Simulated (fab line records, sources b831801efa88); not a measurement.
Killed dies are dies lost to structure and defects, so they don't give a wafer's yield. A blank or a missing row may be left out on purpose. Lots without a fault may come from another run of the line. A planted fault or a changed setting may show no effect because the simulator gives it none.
fab line records | flow sky130 | part 1 of 2: steps 1 to 33 of 47
record lots=5 wafers=15 last_day=49
route steps=708 shown VT_ADJUST_NCORE@121 VT_ADJUST_HVTR@131 VT_ADJUST_PCH@143 SONOS_TUNNEL@154
lots that met no fault: from a run of the same line without faults
start_h: hours from the record's first day to the start of the lot's first wafer shown | wait_h: hours since the lot's step before | " the same as in the row above | L1.1+2: a row that stands for several wafers | - no value, or no start given | * or withheld: withheld | < > ~ a bound
route shown NAME@n: a module of which the file shows steps, and the number in the route of the first | usual: mean/standard deviation of fault-free wafers | same: alike in all rows | chamber/n: place in a boat | sites: the reading at each site | _std_site: their standard deviation | _edge_site: outer sites' mean less inner sites' | radius_mm: how far each site lies from the wafer's centre | mask NAME#n: copy n | behind: the tool/chamber that last shaped the wafer | hold: why the lot was held/for how many hours/how that ended | device: the transistor (n, p or np) that didn't switch | end of line: the same wafers' tests at the end of the route | a step without rows: its recipe alone | killed: dies lost to structure and defects at the first sort, not the wafer's yield | map: a wafer's dies, x killed, . not, _ none there
set.NAME: the setting as run; set.NAME@STEP: as run at that earlier step | model.NAME: the simulator's own value behind a step, which no gauge read
lots at some steps of the route; a table a step, a row a wafer
services: from which hour (start_h, from the record's first day; less than 0 if before it) a tool's chamber was out of use, for how many hours, and why
## steps
# step SKY_VT_ADJUST_NCORE_COAT_02
# recipe resist=NOVOLAK spin_rpm=3000 resist_thk_nm=1140
# columns lot.wafer tool chamber start_h wait_h
L080.1+4+5 litho_track-04 0 211.48 0.1
L083.1+2+3 litho_track-03 0 234.49 0.1
L085.1+5+6 litho_track-03 0 260.89 0.1
L090.3+4+6 litho_track-03 0 288.59 0.1
L093.1+3+4 litho_track-04 0 304.28 0.1
# step SKY_VT_ADJUST_NCORE_SOFTBAKE_03
# recipe temp_c=90 time_s=60 resist=NOVOLAK
# columns lot.wafer tool chamber start_h wait_h
L080.1+4+5 litho_track-04 0 211.63 0.1
L083.1+2+3 litho_track-03 0 234.64 0.1
L085.1+5+6 litho_track-03 0 261.04 0.1
L090.3+4+6 litho_track-03 0 288.74 0.1
L093.1+3+4 litho_track-04 0 304.43 0.1
# step SKY_VT_ADJUST_NCORE_EXPOSE_04
# recipe mask_id=LVTN_COMPLEMENT_THIN na=0.6 source_shape=conventional sigma_outer=0.6 polarization=unpolarized target_cd_nm=380 dose_mj=139
# columns lot.wafer tool chamber start_h wait_h mask
L080.1+4+5 iline_stepper-02 0 - - LVTN_COMPLEMENT_THIN#0
L083.1+2+3 iline_stepper-01 0 - - LVTN_COMPLEMENT_THIN#0
L085.1+5+6 iline_stepper-01 0 - - LVTN_COMPLEMENT_THIN#0
L090.3+4+6 iline_stepper-02 0 - - LVTN_COMPLEMENT_THIN#0
L093.1+3+4 iline_stepper-02 0 - - LVTN_COMPLEMENT_THIN#0
# step SKY_VT_ADJUST_NCORE_PEB_05
# recipe temp_c=withheld time_s=* resist=NOVOLAK
# columns lot.wafer tool chamber start_h wait_h
L080.1+4+5 litho_track-04 0 - -
L083.1+2+3 litho_track-04 0 - -
L085.1+5+6 litho_track-01 0 - -
L090.3+4+6 litho_track-03 0 - -
L093.1+3+4 litho_track-03 0 - -
# step SKY_VT_ADJUST_NCORE_DEVELOP_06
# recipe resist=NOVOLAK developer=TMAH develop_time_s=60 dev_temp_c=23
# columns lot.wafer tool chamber start_h wait_h
L080.1+4+5 litho_track-04 0 221.68 0.1
L083.1+2+3 litho_track-04 0 245.68 0.1
L085.1+5+6 litho_track-01 0 272.30 0.1
L090.3+4+6 litho_track-03 0 301.09 0.1
L093.1+3+4 litho_track-03 0 317.79 0.1
# step SKY_VT_ADJUST_NCORE_CD_MEAS_07
# recipe target_cd_nm=380
# usual cd_nm=379.3/1.9
# columns lot.wafer tool chamber start_h wait_h cd_nm
L080.1 cd_sem-02 - 221.83 0.1 378.7
L080.4 " - " " 376.9
L080.5 " - " " 376.9
L083.1 cd_sem-01 - 245.83 0.1 380.0
L083.2 " - " " 377.5
L083.3 " - " " 378.5
L085.1 cd_sem-01 - 272.45 0.1 383.4
L085.5 " - " " 382.9
L085.6 " - " " 380.0
L090.3 cd_sem-01 - 301.23 0.1 380.4
L090.4 " - " " 379.1
L090.6 " - " " 378.1
L093.1 cd_sem-02 - 317.94 0.1 378.4
L093.3 " - " " 379.5
L093.4 " - " " 377.5
# step SKY_VT_ADJUST_NCORE_OVL_MEAS_08
# usual VT_ADJUST_NCORE_OVL=-0.6/1.2
# columns lot.wafer tool chamber start_h wait_h VT_ADJUST_NCORE_OVL[nm]
L080.1 overlay-02 - 221.95 0.1 -1.8
L080.4 " - " " 0.5
L080.5 " - " " -0.1
L083.1 overlay-01 - 245.95 0.1 -1.9
L083.2 " - " " -1.4
L083.3 " - " " -0.9
L085.1 overlay-01 - 272.57 0.1 2.4
L085.5 " - " " 1.8
L085.6 " - " " 2.3
L090.3 overlay-01 - 301.52 0.3 -0.9
L090.4 " - " " -0.3
L090.6 " - " " -0.6
L093.1 overlay-01 - 318.06 0.1 -0.9
L093.3 " - " " -1.7
L093.4 " - " " -3.4
# step SKY_VT_ADJUST_NCORE_IMPLANT_09
# recipe species=B energy_kev=10 dose_cm2=2.4e+12 tilt_deg=withheld
# usual beam_on_s=10.02/0.22
# columns lot.wafer tool chamber start_h wait_h beam_on_s
L080.1 implanter-02 0 222.10 0.1 9.83
L080.4 " 0 " " 9.79
L080.5 " 0 " " 9.93
L083.1 implanter-04 0 245.98 0.0 9.92
L083.2 " 0 " " 10.54
L083.3 " 0 " " 9.96
L085.1 implanter-04 0 272.61 0.0 9.71
L085.5 " 0 " " 9.99
L085.6 " 0 " " 9.94
L090.3 implanter-04 0 302.33 0.8 10.27
L090.4 " 0 " " 10.25
L090.6 " 0 " " 9.98
L093.1 implanter-03 0 318.10 0.0 9.61
L093.3 " 0 " " 9.75
L093.4 " 0 " " 9.90
# step SKY_VT_ADJUST_NCORE_STRIP_10
# recipe chemistry=O2/N2 power_w=1400 pressure_mtorr=1500 platen_temp_c=withheld o2_flow_sccm=3000 n2_flow_sccm=300 overash_fraction=0.5
# usual drypump_motor_current_A=5.6/0.33 o2_flow_sccm=3000/9.3 oes_product_au=0.716/0.0046 strip_time_to_endpoint_s=14.20/0.036
# columns lot.wafer tool chamber start_h wait_h drypump_motor_current_A o2_flow_sccm oes_product_au rf_hours_counter_h strip_time_to_endpoint_s
L080.1 plasma_asher-02 0 222.25 0.1 6.0 3016 0.711 51 14.17
L080.4 " 1 " " 5.4 2998 0.719 - 14.20
L080.5 " 0 " " 6.1 3022 0.722 - 14.15
L083.1 plasma_asher-02 0 246.13 0.1 6.1 2998 0.721 54 14.23
L083.2 " 1 " " 5.3 3014 0.717 54 14.19
L083.3 " 1 " " 5.3 3002 0.710 - 14.17
L085.1 plasma_asher-02 0 272.76 0.1 6.1 2999 0.715 57 14.16
L085.5 " 1 " " 5.3 3001 0.715 - 14.23
L085.6 " 0 " " 6.1 2987 0.712 - 14.19
L090.3 plasma_asher-03 1 302.46 0.1 5.2 3001 0.715 - 14.17
L090.4 " 0 " " 5.4 2990 0.712 - 14.26
L090.6 " 0 " " 5.4 3003 0.720 - 14.17
L093.1 plasma_asher-03 0 318.25 0.1 5.4 2996 0.717 50 14.20
L093.3 " 0 " " 5.4 3000 0.717 - 14.19
L093.4 " 1 " " 5.2 2993 0.713 - 14.22
# step SKY_VT_ADJUST_NCORE_TW_MEAS_11
# usual VT_ADJUST_NCORE_TW=218.6/1.7
# columns lot.wafer tool chamber start_h wait_h VT_ADJUST_NCORE_TW
L080.1 film_metro-02 - 222.35 0.1 217.7
L080.4 " - " " 217.4
L080.5 " - " " 217.6
L083.1 film_metro-01 - 246.23 0.1 220.9
L083.2 " - " " 219.0
L083.3 " - " " 220.5
L085.1 film_metro-02 - 272.86 0.1 216.4
L085.5 " - " " 217.5
L085.6 " - " " 217.9
L090.3 film_metro-01 - 302.55 0.1 221.0
L090.4 " - " " 218.9
L090.6 " - " " 219.7
L093.1 film_metro-02 - 318.35 0.1 217.9
L093.3 " - " " 217.3
L093.4 " - " " 217.1
# step SKY_VT_ADJUST_HVTR_DEHYDRATE_00
# recipe temp_c=200 time_s=60
# columns lot.wafer tool chamber start_h wait_h
L080.1+4+5 litho_track-02 0 233.22 10.9
L083.1+2+3 litho_track-01 0 258.30 12.1
L085.1+5+6 litho_track-01 0 284.55 11.7
L090.3+4+6 litho_track-01 0 314.25 11.7
L093.1+3+4 litho_track-03 0 331.09 12.7
# step SKY_VT_ADJUST_HVTR_HMDS_01
# recipe prime_time_s=60 prime_temp_c=120
# columns lot.wafer tool chamber start_h wait_h
L080.1+4+5 litho_track-02 0 233.37 0.1
L083.1+2+3 litho_track-01 0 258.45 0.1
L085.1+5+6 litho_track-01 0 284.70 0.1
L090.3+4+6 litho_track-01 0 314.40 0.1
L093.1+3+4 litho_track-03 0 331.24 0.1
# step SKY_VT_ADJUST_HVTR_COAT_02
# recipe resist=NOVOLAK spin_rpm=3000 resist_thk_nm=1140
# columns lot.wafer tool chamber start_h wait_h
L080.1+4+5 litho_track-02 0 233.52 0.1
L083.1+2+3 litho_track-01 0 258.60 0.1
L085.1+5+6 litho_track-01 0 284.85 0.1
L090.3+4+6 litho_track-01 0 314.55 0.1
L093.1+3+4 litho_track-03 0 331.39 0.1
# step SKY_VT_ADJUST_HVTR_SOFTBAKE_03
# recipe temp_c=90 time_s=60 resist=NOVOLAK
# columns lot.wafer tool chamber start_h wait_h
L080.1+4+5 litho_track-02 0 233.67 0.1
L083.1+2+3 litho_track-01 0 258.75 0.1
L085.1+5+6 litho_track-01 0 285.00 0.1
L090.3+4+6 litho_track-01 0 314.70 0.1
L093.1+3+4 litho_track-03 0 331.54 0.1
# step SKY_VT_ADJUST_HVTR_EXPOSE_04
# recipe mask_id=HVTRM target_cd_nm=380 na=0.6 source_shape=conventional sigma_outer=0.6 dose_mj=150
# columns lot.wafer tool chamber start_h wait_h mask
L080.1+4+5 iline_stepper-02 0 - - HVTRM#0
L083.1+2+3 iline_stepper-02 0 - - HVTRM#0
L085.1+5+6 iline_stepper-02 0 - - HVTRM#0
L090.3+4+6 iline_stepper-02 0 - - HVTRM#0
L093.1+3+4 iline_stepper-01 0 - - HVTRM#0
# step SKY_VT_ADJUST_HVTR_PEB_05
# recipe temp_c=withheld time_s=* resist=NOVOLAK
# columns lot.wafer tool chamber start_h wait_h
L080.1+4+5 litho_track-02 0 - -
L083.1+2+3 litho_track-03 0 - -
L085.1+5+6 litho_track-01 0 - -
L090.3+4+6 litho_track-02 0 - -
L093.1+3+4 litho_track-01 0 - -
# step SKY_VT_ADJUST_HVTR_DEVELOP_06
# recipe develop_time_s=60 dev_temp_c=23
# columns lot.wafer tool chamber start_h wait_h
L080.1+4+5 litho_track-02 0 244.67 0.1
L083.1+2+3 litho_track-03 0 269.64 0.1
L085.1+5+6 litho_track-01 0 297.05 0.1
L090.3+4+6 litho_track-02 0 328.72 0.1
L093.1+3+4 litho_track-01 0 345.40 0.1
# step SKY_VT_ADJUST_HVTR_CD_MEAS_07
# recipe target_cd_nm=380
# usual cd_nm=379.3/2.4
# columns lot.wafer tool chamber start_h wait_h cd_nm
L080.1 cd_sem-02 - 244.82 0.1 377.5
L080.4 " - " " 378.2
L080.5 " - " " 376.4
L083.1 cd_sem-02 - 269.79 0.1 374.1
L083.2 " - " " 374.9
L083.3 " - " " 376.7
L085.1 cd_sem-02 - 297.20 0.1 376.6
L085.5 " - " " 378.3
L085.6 " - " " 378.8
L090.3 cd_sem-02 - 328.86 0.1 381.2
L090.4 " - " " 382.7
L090.6 " - " " 383.1
L093.1 cd_sem-01 - 345.55 0.1 383.7
L093.3 " - " " 380.4
L093.4 " - " " 382.4
# step SKY_VT_ADJUST_HVTR_OVL_MEAS_08
# usual VT_ADJUST_HVTR_OVL=-0.1/1.5
# columns lot.wafer tool chamber start_h wait_h VT_ADJUST_HVTR_OVL[nm]
L080.1 overlay-02 - 244.94 0.1 -0.3
L080.4 " - " " -0.9
L080.5 " - " " 2.9
L083.1 overlay-02 - 269.91 0.1 2.8
L083.2 " - " " 0.4
L083.3 " - " " 1.8
L085.1 overlay-01 - 301.08 3.9 1.2
L085.5 " - " " -0.3
L085.6 " - " " 1.9
L090.3 overlay-01 - 328.95 0.1 2.5
L090.4 " - " " -0.1
L090.6 " - " " 0.1
L093.1 overlay-01 - 345.67 0.1 0.0
L093.3 " - " " 1.1
L093.4 " - " " -2.0
# step SKY_VT_ADJUST_HVTR_IMPLANT_09
# recipe species=B energy_kev=10 dose_cm2=2.1e+12 tilt_deg=withheld
# usual beam_on_s=10.00/0.2
# columns lot.wafer tool chamber start_h wait_h beam_on_s
L080.1 implanter-02 0 244.97 0.0 10.06
L080.4 " 0 " " 9.94
L080.5 " 0 " " 10.26
L083.1 implanter-02 0 269.95 0.0 10.07
L083.2 " 0 " " 10.32
L083.3 " 0 " " 10.19
L085.1 implanter-02 0 301.12 0.0 10.36
L085.5 " 0 " " 9.99
L085.6 " 0 " " 10.04
L090.3 implanter-02 0 329.02 0.1 10.05
L090.4 " 0 " " 10.01
L090.6 " 0 " " 9.96
L093.1 implanter-02 0 345.85 0.2 10.26
L093.3 " 0 " " 9.94
L093.4 " 0 " " 10.18
# step SKY_VT_ADJUST_HVTR_STRIP_10
# recipe chemistry=O2/N2 power_w=1400 pressure_mtorr=1500 platen_temp_c=withheld o2_flow_sccm=3000 n2_flow_sccm=300 overash_fraction=0.5
# usual drypump_motor_current_A=5.67/0.28 o2_flow_sccm=2999/7.8 oes_product_au=0.715/0.0051 strip_time_to_endpoint_s=14.19/0.036
# columns lot.wafer tool chamber start_h wait_h drypump_motor_current_A o2_flow_sccm oes_product_au rf_hours_counter_h strip_time_to_endpoint_s
L080.1 plasma_asher-02 1 245.12 0.1 5.36 2990 0.720 54 14.14
L080.4 " 0 " " 6.09 3010 0.707 - 14.17
L080.5 " 1 " " 5.33 2992 0.713 - 14.16
L083.1 plasma_asher-02 1 270.10 0.1 5.36 2997 0.714 57 14.22
L083.2 " 0 " " 6.02 3007 0.722 57 14.22
L083.3 " 0 " " 6.08 3007 0.717 - 14.23
L085.1 plasma_asher-02 1 301.27 0.1 5.34 2994 0.715 59 14.25
L085.5 " 0 " " 6.06 3009 0.711 - 14.22
L085.6 " 1 " " 5.35 2997 0.715 - 14.22
L090.3 plasma_asher-02 1 329.15 0.1 5.34 2987 0.719 - 14.15
L090.4 " 0 " " 6.04 3004 0.715 - 14.15
L090.6 " 1 " " 5.33 3009 0.712 - 14.14
L093.1 plasma_asher-02 0 346.00 0.1 6.07 2995 0.716 64 14.20
L093.3 " 1 " " 5.35 2987 0.711 - 14.20
L093.4 " 0 " " 6.06 2999 0.715 - 14.14
# step SKY_VT_ADJUST_HVTR_TW_MEAS_11
# usual VT_ADJUST_HVTR_TW=210.9/1
# columns lot.wafer tool chamber start_h wait_h VT_ADJUST_HVTR_TW
L080.1 film_metro-03 - 245.22 0.1 210.7
L080.4 " - " " 210.4
L080.5 " - " " 209.7
L083.1 film_metro-01 - 270.20 0.1 212.5
L083.2 " - " " 211.5
L083.3 " - " " 211.2
L085.1 film_metro-01 - 301.37 0.1 211.7
L085.5 " - " " 212.5
L085.6 " - " " 211.7
L090.3 film_metro-04 - 329.24 0.1 209.3
L090.4 " - " " 209.6
L090.6 " - " " 208.4
L093.1 film_metro-01 - 346.10 0.1 212.9
L093.3 " - " " 212.3
L093.4 " - " " 212.5
# step SKY_VT_ADJUST_PCH_DEHYDRATE_00
# recipe temp_c=200 time_s=60
# columns lot.wafer tool chamber start_h wait_h
L080.1+4+5 litho_track-02 0 256.92 11.7
L083.1+2+3 litho_track-04 0 282.38 12.2
L085.1+5+6 litho_track-02 0 312.87 11.5
L090.3+4+6 litho_track-03 0 341.94 12.7
L093.1+3+4 litho_track-03 0 359.74 13.6
# step SKY_VT_ADJUST_PCH_HMDS_01
# recipe prime_time_s=60 prime_temp_c=120
# columns lot.wafer tool chamber start_h wait_h
L080.1+4+5 litho_track-02 0 257.07 0.1
L083.1+2+3 litho_track-04 0 282.53 0.1
L085.1+5+6 litho_track-02 0 313.02 0.1
L090.3+4+6 litho_track-03 0 342.09 0.1
L093.1+3+4 litho_track-03 0 359.89 0.1
# step SKY_VT_ADJUST_PCH_COAT_02
# recipe spin_rpm=2000 resist_thk_nm=3000
# columns lot.wafer tool chamber start_h wait_h
L080.1+4+5 litho_track-02 0 257.22 0.1
L083.1+2+3 litho_track-04 0 282.68 0.1
L085.1+5+6 litho_track-02 0 313.17 0.1
L090.3+4+6 litho_track-03 0 342.24 0.1
L093.1+3+4 litho_track-03 0 360.04 0.1
# step SKY_VT_ADJUST_PCH_SOFTBAKE_03
# recipe temp_c=110 time_s=withheld
# columns lot.wafer tool chamber start_h wait_h
L080.1+4+5 litho_track-02 0 257.37 0.1
L083.1+2+3 litho_track-04 0 282.83 0.1
L085.1+5+6 litho_track-02 0 313.32 0.1
L090.3+4+6 litho_track-03 0 342.41 0.1
L093.1+3+4 litho_track-03 0 360.19 0.1
# step SKY_VT_ADJUST_PCH_EXPOSE_04
# recipe mask_id=NWM na=0.6 source_shape=conventional sigma_outer=0.6 polarization=unpolarized target_cd_nm=840 dose_mj=255
# columns lot.wafer tool chamber start_h wait_h mask
L080.1+4+5 iline_stepper-01 0 - - NWM#0
L083.1+2+3 iline_stepper-01 0 - - NWM#0
L085.1+5+6 iline_stepper-01 0 - - NWM#0
L090.3+4+6 iline_stepper-01 0 - - NWM#0
L093.1+3+4 iline_stepper-02 0 - - NWM#0
# step SKY_VT_ADJUST_PCH_PEB_05
# recipe temp_c=115 time_s=withheld
# columns lot.wafer tool chamber start_h wait_h
L080.1+4+5 litho_track-03 0 - -
L083.1+2+3 litho_track-02 0 - -
L085.1+5+6 litho_track-04 0 - -
L090.3+4+6 litho_track-02 0 - -
L093.1+3+4 litho_track-03 0 - -
# step SKY_VT_ADJUST_PCH_DEVELOP_06
# recipe wall_angle_deg=90 developer=TMAH develop_time_s=60 dev_temp_c=23
# columns lot.wafer tool chamber start_h wait_h
L080.1+4+5 litho_track-03 0 - -
L083.1+2+3 litho_track-02 0 - -
L085.1+5+6 litho_track-04 0 - -
L090.3+4+6 litho_track-02 0 - -
L093.1+3+4 litho_track-03 0 - -
# step SKY_VT_ADJUST_PCH_OVL_MEAS_07
# usual VT_ADJUST_PCH_OVL=-1.0/1.3
# columns lot.wafer tool chamber start_h wait_h VT_ADJUST_PCH_OVL[nm]
L080.1 overlay-01 - 268.89 - -2.1
L080.4 " - " " -1.6
L080.5 " - " " -1.5
L083.1 overlay-01 - 294.87 - -2.4
L083.2 " - " " -3.2
L083.3 " - " " -2.9
L085.1 overlay-01 - 326.73 - -2.1
L085.5 " - " " -2.9
L085.6 " - " " -2.1
L090.3 overlay-01 - 356.63 - -0.7
L090.4 " - " " -0.7
L090.6 " - " " -2.5
L093.1 overlay-01 - 374.39 - 1.0
L093.3 " - " " -1.2
L093.4 " - " " -1.1
# step SKY_VT_ADJUST_PCH_IMPLANT_08
# recipe species=B energy_kev=10 dose_cm2=5e+11 tilt_deg=withheld
# usual beam_on_s=10.02/0.2
# columns lot.wafer tool chamber start_h wait_h beam_on_s
L080.1 implanter-04 0 268.93 0.0 10.27
L080.4 " 0 " " 10.59
L080.5 " 0 " " 9.84
L083.1 implanter-04 0 294.90 0.0 10.22
L083.2 " 0 " " 9.97
L083.3 " 0 " " 9.88
L085.1 implanter-03 0 326.76 0.0 10.16
L085.5 " 0 " " 10.02
L085.6 " 0 " " 9.81
L090.3 implanter-04 0 356.70 0.1 9.72
L090.4 " 0 " " 9.78
L090.6 " 0 " " 9.97
L093.1 implanter-04 0 374.43 0.0 9.79
L093.3 " 0 " " 9.77
L093.4 " 0 " " 10.10
# step SKY_VT_ADJUST_PCH_STRIP_09
# recipe chemistry=O2/N2 power_w=1400 pressure_mtorr=1500 platen_temp_c=withheld o2_flow_sccm=3000 n2_flow_sccm=300 overash_fraction=0.5
# usual drypump_motor_current_A=5.56/0.25 o2_flow_sccm=3002/10 oes_product_au=0.722/0.0046 strip_time_to_endpoint_s=36.97/0.094
# columns lot.wafer tool chamber start_h wait_h drypump_motor_current_A o2_flow_sccm oes_product_au rf_hours_counter_h strip_time_to_endpoint_s
L080.1 plasma_asher-01 1 269.08 0.1 5.82 3008 0.719 59 37.15
L080.4 " 0 " " 5.32 3006 0.716 - 37.19
L080.5 " 1 " " 5.79 2997 0.727 - 37.02
L083.1 plasma_asher-01 1 295.05 0.1 5.82 3007 0.720 61 36.88
L083.2 " 0 " " 5.36 2990 0.719 61 36.88
L083.3 " 0 " " 5.34 3000 0.723 - 36.91
L085.1 plasma_asher-01 0 326.91 0.1 5.34 3029 0.717 63 36.94
L085.5 " 1 " " 5.82 2987 0.728 - 36.91
L085.6 " 0 " " 5.34 3012 0.718 - 36.85
L090.3 plasma_asher-01 1 356.83 0.1 5.82 2993 0.716 - 37.11
L090.4 " 0 " " 5.33 2994 0.722 - 37.10
L090.6 " 1 " " 5.83 2988 0.718 - 37.01
L093.1 plasma_asher-01 0 374.58 0.1 5.35 3019 0.725 68 36.89
L093.3 " 1 " " 5.81 2967 0.726 - 36.95
L093.4 " 0 " " 5.34 3013 0.732 - 36.85
# step SKY_VT_ADJUST_PCH_TW_MEAS_10
# usual VT_ADJUST_PCH_TW=142.1/0.91
# columns lot.wafer tool chamber start_h wait_h VT_ADJUST_PCH_TW
L080.1 film_metro-03 - 269.18 0.1 143.3
L080.4 " - " " 142.4
L080.5 " - " " 143.5
L083.1 film_metro-02 - 295.15 0.1 140.8
L083.2 " - " " 141.3
L083.3 " - " " 140.8
L085.1 film_metro-04 - 327.01 0.1 142.1
L085.5 " - " " 141.1
L085.6 " - " " 142.1
L090.3 film_metro-03 - 356.92 0.1 142.8
L090.4 " - " " 142.7
L090.6 " - " " 142.3
L093.1 film_metro-04 - 374.68 0.1 142.1
L093.3 " - " " 142.5
L093.4 " - " " 142.2
